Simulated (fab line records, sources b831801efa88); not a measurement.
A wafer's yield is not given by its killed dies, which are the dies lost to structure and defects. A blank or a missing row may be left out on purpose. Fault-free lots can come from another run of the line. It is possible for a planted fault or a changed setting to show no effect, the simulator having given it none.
Which of the tools did it? + flow sfqLine + Sampling: 6 lots, 17 wafers, 3 of 325 route steps

## WHAT THE GAUGES SHOWED, per wafer
SFQ_JJ_RS_MEAS_929: measures by four-point-probe.
| lot  | measured     | on           | JJ_NB_RS (ohm/sq) |
|------|--------------|--------------|-------------------|
| L767 | day 40 01:31 | filmMetro-02 | 1.047 1.049 1.056 |
| L769 | day 40 12:05 | filmMetro-02 | 1.053 1.073 1.079 |
| L771 | day 41 01:08 | filmMetro-03 | 1.039 1.038 1.050 |
| L773 | day 41 15:49 | filmMetro-01 | 1.055 1.051 1.060 |
| L782 | day 44 22:20 | filmMetro-02 | 1.034 0.947       |
| L787 | day 46 14:41 | filmMetro-02 | 1.062 1.067 1.076 |

## WHAT TOOL EACH LOT RAN ON (gives the tool, then ch and the chambers of the sampled wafers, and finally the start)
| lot  | SFQ_TRILAYER_M4_STRIP_STRIP_097  | SFQ_TRILAYER_JJ_TRILAYER_DEP_SPUTTER_112 |
|------|----------------------------------|------------------------------------------|
| L767 | rieMetal-01 ch 0, day 34 09:07   | pvdSputter-03, day 40 01:24              |
| L769 | rieMetal-04 ch 0,1, day 34 17:19 | pvdSputter-03, day 40 12:00              |
| L771 | rieMetal-04 ch 0,1, day 35 02:55 | pvdSputter-06, day 41 01:04              |
| L773 | rieMetal-04 ch 0,1, day 35 13:32 | pvdSputter-06, day 41 15:44              |
| L782 | rieMetal-04 ch 1, day 37 20:26   | pvdSputter-06, day 44 22:14              |
| L787 | rieMetal-02 ch 1, day 39 04:50   | pvdSputter-04, day 46 14:36              |
- SFQ_TRILAYER_M4_STRIP_STRIP_097: strips in O2.
- SFQ_TRILAYER_JJ_TRILAYER_DEP_SPUTTER_112: material Nb, target thk 170 nm, time 113.3 s.

## THE ANSWER, worked out from the rows above alone
Rule: the lots themselves supply what counts as usual. The widest of any qualifying gaps counts: lots, ordered by their means at a reading, are off when they make up no more than a third of the lots, leave a main group of 4 or more, and stand apart from it by 3 or more times the standard deviation of that group's means. Not used: any main group whose means are identical at the precision the tables above print for the reading. Also off: a lot with no number at a reading for which 4 or more lots have one. Any other lot the step has rows for is counted as sound.
Off: L782, seen at SFQ_JJ_RS_MEAS_929 (JJ_NB_RS). The main group has a mean of 1.057 ohm/sq with a standard deviation of 0.01.
A tool fits if, at a process step before that reading, it ran every lot that is off, and no sound lot after the first of them. The gauges at SFQ_JJ_RS_MEAS_929 are tried like those tools. Can't be told from this: 2 tools fit, rieMetal-04 at SFQ_TRILAYER_M4_STRIP_STRIP_097, pvdSputter-06 at SFQ_TRILAYER_JJ_TRILAYER_DEP_SPUTTER_112.

## WHAT THE SIMULATOR PUT IN
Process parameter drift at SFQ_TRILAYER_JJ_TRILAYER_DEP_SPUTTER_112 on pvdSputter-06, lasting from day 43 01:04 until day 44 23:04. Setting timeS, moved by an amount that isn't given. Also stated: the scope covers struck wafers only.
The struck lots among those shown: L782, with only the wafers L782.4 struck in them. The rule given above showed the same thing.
